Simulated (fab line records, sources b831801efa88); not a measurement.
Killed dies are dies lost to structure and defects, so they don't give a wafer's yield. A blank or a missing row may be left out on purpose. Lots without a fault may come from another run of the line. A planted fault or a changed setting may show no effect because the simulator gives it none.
fab line records | flow gf180mcu
record lots=13 wafers=39 last_day=34
route steps=602 shown HV_LDD@199 PSD@252 SAB@274
lots that met no fault: from a run of the same line without faults
start_h: hours from the record's first day to the start of the lot's first wafer shown | wait_h: hours since the lot's step before | " the same as in the row above | L1.1+2: a row that stands for several wafers | - no value, or no start given | * or withheld: withheld | < > ~ a bound
route shown NAME@n: a module of which the file shows steps, and the number in the route of the first | usual: mean/standard deviation of fault-free wafers | same: alike in all rows | chamber/n: place in a boat | sites: the reading at each site | _std_site: their standard deviation | _edge_site: outer sites' mean less inner sites' | radius_mm: how far each site lies from the wafer's centre | mask NAME#n: copy n | behind: the tool/chamber that last shaped the wafer | hold: why the lot was held/for how many hours/how that ended | device: the transistor (n, p or np) that didn't switch | end of line: the same wafers' tests at the end of the route | a step without rows: its recipe alone | killed: dies lost to structure and defects at the first sort, not the wafer's yield | map: a wafer's dies, x killed, . not, _ none there
set.NAME: the setting as run; set.NAME@STEP: as run at that earlier step | model.NAME: the simulator's own value behind a step, which no gauge read
steps of the route over a sample of lots; a table a step, a row a wafer
services: from which hour (start_h, from the record's first day; less than 0 if before it) a tool's chamber was out of use, for how many hours, and why
## steps
# step GF_HV_LDD_TW_MEAS_23
# usual HV_LDD_2_TW=1055/13
# columns lot.wafer tool chamber start_h wait_h HV_LDD_2_TW
L941.1 film_metro-04 - 240.58 0.1 1059
L941.5 " - " " 1051
L941.6 " - " " 1057
L942.1 film_metro-04 - 248.43 0.1 1049
L942.4 " - " " 1055
L942.6 " - " " 1050
L944.1 film_metro-03 - 268.03 0.1 1048
L944.4 " - " " 1043
L944.5 " - " " 1044
L946.1 film_metro-04 - 284.77 0.1 1057
L946.4 " - " " 1059
L946.5 " - " " 1057
L947.1 film_metro-03 - 295.18 0.1 1045
L947.2 " - " " 1046
L947.6 " - " " 1046
L948.4 film_metro-01 - 296.15 0.1 1072
L948.5 " - " " 1082
L948.6 " - " " 1077
L949.1 film_metro-03 - 305.38 0.1 1051
L949.5 " - " " 1054
L949.6 " - " " 1051
L957.1 film_metro-01 - 359.15 0.1 1075
L957.2 " - " " 1076
L957.3 " - " " 1079
L959.2 film_metro-03 - 379.74 0.1 1045
L959.4 " - " " 1055
L959.5 " - " " 1043
L960.1 film_metro-04 - 385.47 0.1 1059
L960.2 " - " " 1050
L960.6 " - " " 1054
L961.1 film_metro-01 - 392.78 0.1 1085
L961.4 " - " " 1080
L961.5 " - " " 1080
L962.1 film_metro-04 - 399.37 0.1 1057
L962.4 " - " " 1056
L962.5 " - " " 1060
L963.1 film_metro-03 - 412.07 0.1 1046
L963.2 " - " " 1047
L963.5 " - " " 1049
# step GF_HV_LDD_ETCHBACK_58
# recipe chemistry=CH3F/O2 target=Si3N4 stop_on=SiO2 source_w=400 bias_w=80 pressure_mtorr=25 ch3f_flow_sccm=40 O2_flow_sccm=30 time_s=100 target_depth_a=900
# usual O2_flow_sccm=30.01/0.086 bias_w=80.01/0.24 ch3f_flow_sccm=40.01/0.11 chamber_pressure_mTorr=25.000/0.023 drypump_motor_current_A=5.6/0.52 oes_product_au=0.842/0.0069 throttle_valve_pct=10.561/0.01
# columns lot.wafer tool chamber start_h wait_h O2_flow_sccm bias_w ch3f_flow_sccm chamber_pressure_mTorr drypump_motor_current_A oes_product_au rf_hours_counter_h throttle_valve_pct
L941.1 rie_diel-02 1 281.20 0.1 30.03 79.92 39.89 25.004 5.7 0.835 3 10.557
L941.5 " 1 " " 30.11 80.22 39.87 24.990 5.7 0.846 - 10.563
L941.6 " 3 " " 29.90 79.96 39.95 25.002 5.3 0.840 - 10.556
L942.1 rie_diel-04 3 289.50 0.1 29.95 79.90 39.92 24.991 6.2 0.836 38 10.556
L942.4 " 0 " " 30.06 79.76 40.08 25.030 5.3 0.849 1 10.559
L942.6 " 2 " " 30.07 80.43 40.08 24.970 6.0 0.842 - 10.566
L944.1 rie_diel-01 1 311.29 0.1 29.91 80.05 40.12 24.980 5.1 0.839 6 10.550
L944.4 " 1 " " 29.97 80.07 40.13 24.998 5.1 0.839 - 10.553
L944.5 " 0 " " 29.91 80.10 40.09 24.996 5.9 0.843 - 10.573
L946.1 rie_diel-04 1 330.05 0.1 30.08 79.65 39.92 24.987 6.4 0.833 14 10.560
L946.4 " 1 " " 30.01 79.89 39.96 24.990 6.4 0.841 - 10.568
L946.5 " 3 " " 30.05 79.58 39.88 25.009 6.2 0.840 - 10.555
L947.1 rie_diel-01 3 341.04 0.1 29.98 80.30 40.03 24.981 6.3 0.855 120 10.569
L947.2 " 1 " " 30.10 80.10 40.38 25.017 5.1 0.838 6 10.558
L947.6 " 2 " " 30.04 80.10 40.09 24.979 4.7 0.845 - 10.551
L948.4 rie_diel-02 2 341.39 0.0 30.05 79.69 40.14 24.972 5.8 0.840 49 10.577
L948.5 " 3 " " 30.01 80.17 40.10 24.983 5.3 0.843 - 10.581
L948.6 " 2 " " 29.97 79.96 40.08 24.974 5.8 0.836 - 10.558
L949.1 rie_diel-01 0 351.20 0.1 29.98 79.80 40.10 25.047 5.9 0.849 106 10.563
L949.5 " 1 " " 30.04 79.53 39.95 25.013 5.1 0.861 - 10.562
L949.6 " 2 " " 30.01 79.72 39.65 25.024 4.7 0.856 - 10.548
L957.1 rie_diel-01 0 407.84 0.1 30.07 80.10 39.89 25.022 5.9 0.840 108 10.550
L957.2 " 1 " " 29.95 80.07 40.02 24.971 5.1 0.840 8 10.567
L957.3 " 3 " " 30.04 79.89 39.95 25.032 6.3 0.844 1 10.540
L959.2 rie_diel-04 0 430.45 0.0 29.97 79.81 40.09 24.984 5.3 0.836 5 10.553
L959.4 " 3 " " 30.01 80.26 39.88 25.010 6.1 0.833 41 10.553
L959.5 " 1 " " 29.96 79.90 39.95 25.004 6.3 0.827 - 10.577
L960.1 rie_diel-01 1 436.14 0.1 30.08 80.10 40.15 24.993 5.1 0.846 9 10.577
L960.2 " 2 " " 29.87 79.67 40.09 24.991 4.7 0.841 109 10.553
L960.6 " 2 " " 30.07 79.93 40.08 25.032 4.7 0.840 - 10.561
L961.1 rie_diel-02 2 444.00 0.1 29.97 80.16 39.93 25.015 5.8 0.841 51 10.570
L961.4 " 0 " " 29.92 80.53 39.92 24.983 5.3 0.831 80 10.549
L961.5 " 3 " " 30.13 79.64 40.02 25.027 5.2 0.838 - 10.571
L962.1 rie_diel-01 3 452.48 0.1 30.07 79.77 40.03 24.982 6.3 0.834 3 10.551
L962.4 " 3 " " 29.98 79.61 39.97 25.024 6.3 0.831 - 10.577
L962.5 " 1 " " 30.16 80.12 39.89 24.984 5.1 0.841 - 10.555
L963.1 rie_diel-01 3 463.25 0.1 30.07 79.93 39.90 25.022 6.3 0.844 3 10.557
L963.2 " 2 " " 30.09 80.18 39.90 25.004 4.7 0.832 0 10.557
L963.5 " 2 " " 30.06 80.64 39.99 24.999 4.7 0.833 - 10.543
# step GF_PSD_EXPOSE_04
# recipe mask_id=Pplus target_cd_nm=400 na=0.6 source_shape=conventional sigma_outer=0.6 dose_mj=140
# columns lot.wafer tool chamber start_h wait_h mask
L941.1+5+6 iline_stepper-02 0 311.47 - Pplus#0
L942.1+4+6 iline_stepper-01 0 319.77 - Pplus#0
L944.1+4+5 iline_stepper-01 0 344.17 - Pplus#0
L946.1+4+5 iline_stepper-02 0 362.82 - Pplus#0
L947.1+2+6 iline_stepper-01 0 374.29 - Pplus#0
L948.4+5+6 iline_stepper-02 0 374.96 - Pplus_R1#0
L949.1+5+6 iline_stepper-01 0 385.79 - Pplus#0
L957.1+2+3 iline_stepper-02 0 444.46 - Pplus#0
L959.2+4+5 iline_stepper-02 0 467.28 - Pplus#0
L960.1+2+6 iline_stepper-01 0 472.74 - Pplus#0
L961.1+4+5 iline_stepper-02 0 481.32 - Pplus#0
L962.1+4+5 iline_stepper-01 0 489.35 - Pplus#0
L963.1+2+5 iline_stepper-02 0 500.11 - Pplus#0
# step GF_PSD_CD_MEAS_07
# recipe target_cd_nm=400
# usual cd_nm=399.6/2.3
# columns lot.wafer tool chamber start_h wait_h hold cd_nm
L941.1 cd_sem-02 - 321.77 0.1 - 394.3
L941.5 " - " " - 395.1
L941.6 " - " " - 395.7
L942.1 cd_sem-02 - 330.04 0.1 - 400.4
L942.4 " - " " - 401.8
L942.6 " - " " - 399.4
L944.1 cd_sem-01 - 354.46 0.1 - 399.9
L944.4 " - " " - 400.0
L944.5 " - " " - 397.7
L946.1 cd_sem-02 - 374.21 0.1 - 397.9
L946.4 " - " " - 399.6
L946.5 " - " " - 399.1
L947.1 cd_sem-02 - 386.44 0.8 - 402.8
L947.2 " - " " - 405.0
L947.6 " - " " - 404.1
L948.4 cd_sem-02 - 386.62 0.7 await_dispo/0.2h/release 317.1
L948.5 " - " " await_dispo/0.2h/release 315.7
L948.6 " - " " await_dispo/0.2h/release 316.7
L948.4 cd_sem-02 - 386.98 0.3 - 316.5
L948.5 " - " " - 315.9
L948.6 " - " " - 316.7
L949.1 cd_sem-01 - 396.39 0.1 - 397.2
L949.5 " - " " - 395.0
L949.6 " - " " - 396.8
L957.1 cd_sem-01 - 456.56 0.1 - 402.1
L957.2 " - " " - 402.7
L957.3 " - " " - 402.1
L959.2 cd_sem-02 - 479.23 0.1 - 402.4
L959.4 " - " " - 402.0
L959.5 " - " " - 400.1
L960.1 cd_sem-02 - 484.87 0.1 - 398.8
L960.2 " - " " - 398.8
L960.6 " - " " - 400.9
L961.1 cd_sem-02 - 492.21 0.1 - 400.4
L961.4 " - " " - 398.1
L961.5 " - " " - 399.4
L962.1 cd_sem-01 - 500.77 0.1 - 396.9
L962.4 " - " " - 396.7
L962.5 " - " " - 398.8
L963.1 cd_sem-01 - 511.59 0.1 - 401.5
L963.2 " - " " - 400.5
L963.5 " - " " - 401.0
# step GF_SAB_OVL_MEAS_10
# usual SAB_OVL=0.3/1.2
# columns lot.wafer tool chamber start_h wait_h SAB_OVL[nm]
L941.1 overlay-01 - 343.24 0.1 -0.2
L941.5 " - " " 1.1
L941.6 " - " " -1.2
L942.1 overlay-01 - 351.74 0.1 -0.8
L942.4 " - " " -1.0
L942.6 " - " " -0.4
L944.1 overlay-01 - 378.13 0.1 -0.3
L944.4 " - " " 0.1
L944.5 " - " " -1.6
L946.1 overlay-02 - 396.68 0.1 -2.5
L946.4 " - " " 0.1
L946.5 " - " " -1.9
L947.1 overlay-02 - 409.56 0.1 1.7
L947.2 " - " " 0.2
L947.6 " - " " -1.2
L948.4 overlay-01 - 409.80 0.1 -0.5
L948.5 " - " " -0.2
L948.6 " - " " 0.2
L949.1 overlay-02 - 420.68 0.1 -1.5
L949.5 " - " " 0.3
L949.6 " - " " -0.2
L957.1 overlay-01 - 481.54 0.1 -1.9
L957.2 " - " " -0.5
L957.3 " - " " -1.8
L959.2 overlay-01 - 503.85 0.1 1.4
L959.4 " - " " 2.3
L959.5 " - " " 1.0
L960.1 overlay-01 - 509.19 0.1 -0.1
L960.2 " - " " 1.4
L960.6 " - " " 1.3
L961.1 overlay-02 - 516.28 0.1 1.1
L961.4 " - " " 0.4
L961.5 " - " " 1.4
L962.1 overlay-01 - 524.54 0.1 2.3
L962.4 " - " " -0.2
L962.5 " - " " 1.0
L963.1 overlay-02 - 535.61 0.1 -1.9
L963.2 " - " " 0.5
L963.5 " - " " -0.5
## services
# columns tool chamber start_h hours kind
rie_diel-02 - 266.93 0.1 repair
rie_diel-02 2 280.89 11.8 repair
iline_stepper-01 - 287.84 1.7 pm
iline_stepper-01 - 300.40 0.8 repair
rie_diel-01 3 304.58 15.7 repair
iline_stepper-02 - 315.06 5.0 repair
iline_stepper-02 - 333.08 2.1 pm
iline_stepper-02 - 335.17 - consumable_replace:lamp
rie_diel-01 3 346.27 7.2 repair
iline_stepper-01 - 347.52 4.4 pm
rie_diel-04 - 367.92 1.0 repair
rie_diel-02 1 373.78 7.5 repair
rie_diel-02 - 374.09 2.8 pm
iline_stepper-02 - 384.54 14.9 repair
rie_diel-02 0 394.31 3.5 repair
rie_diel-04 1 404.34 16.2 repair
rie_diel-02 - 425.21 14.6 pm
rie_diel-04 - 428.38 1.8 repair
iline_stepper-02 - 437.47 1.7 pm
rie_diel-04 2 441.74 6.2 repair
rie_diel-02 - 463.78 0.3 repair
rie_diel-02 2 495.78 5.8 repair
iline_stepper-02 - 496.14 1.9 repair
iline_stepper-01 - 497.85 3.0 repair
## key
first_sign step=GF_PSD_EXPOSE_04 reading=mask direction=changed
effect step=GF_PSD_CD_MEAS_07 reading=visit direction=added
effect step=GF_PSD_CD_MEAS_07 reading=cd_nm direction=down sigmas=36 usual=399.6 struck=316.5
met_at GF_PSD_EXPOSE_04
struck_lots L948
sort_left_out L948.4,L948.5,L948.6
tester_left_out L948
not_acting_at GF_HV_LDD_TW_MEAS_23,GF_HV_LDD_ETCHBACK_58,GF_SAB_OVL_MEAS_10
onset_between 362.82 374.96
fault kind=wrong_mask tool=any chamber=- onset_h=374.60 steps=GF_PSD_EXPOSE_04 aux_copy=Pplus_R1#0 cd_offset_nm=-80 scope=struck_lots_only
# tester_left_out: of these lots the tester's yield and bins aren't shown, on N5 and GAA mostly nor the transistor test; their killed dies are dies lost to structure and defects alone, not to doping, threshold or leakage, so they don't give the yield
# sort_left_out: the simulated sort isn't trusted on such a fault, so these wafers' sort isn't shown, and their yield isn't known
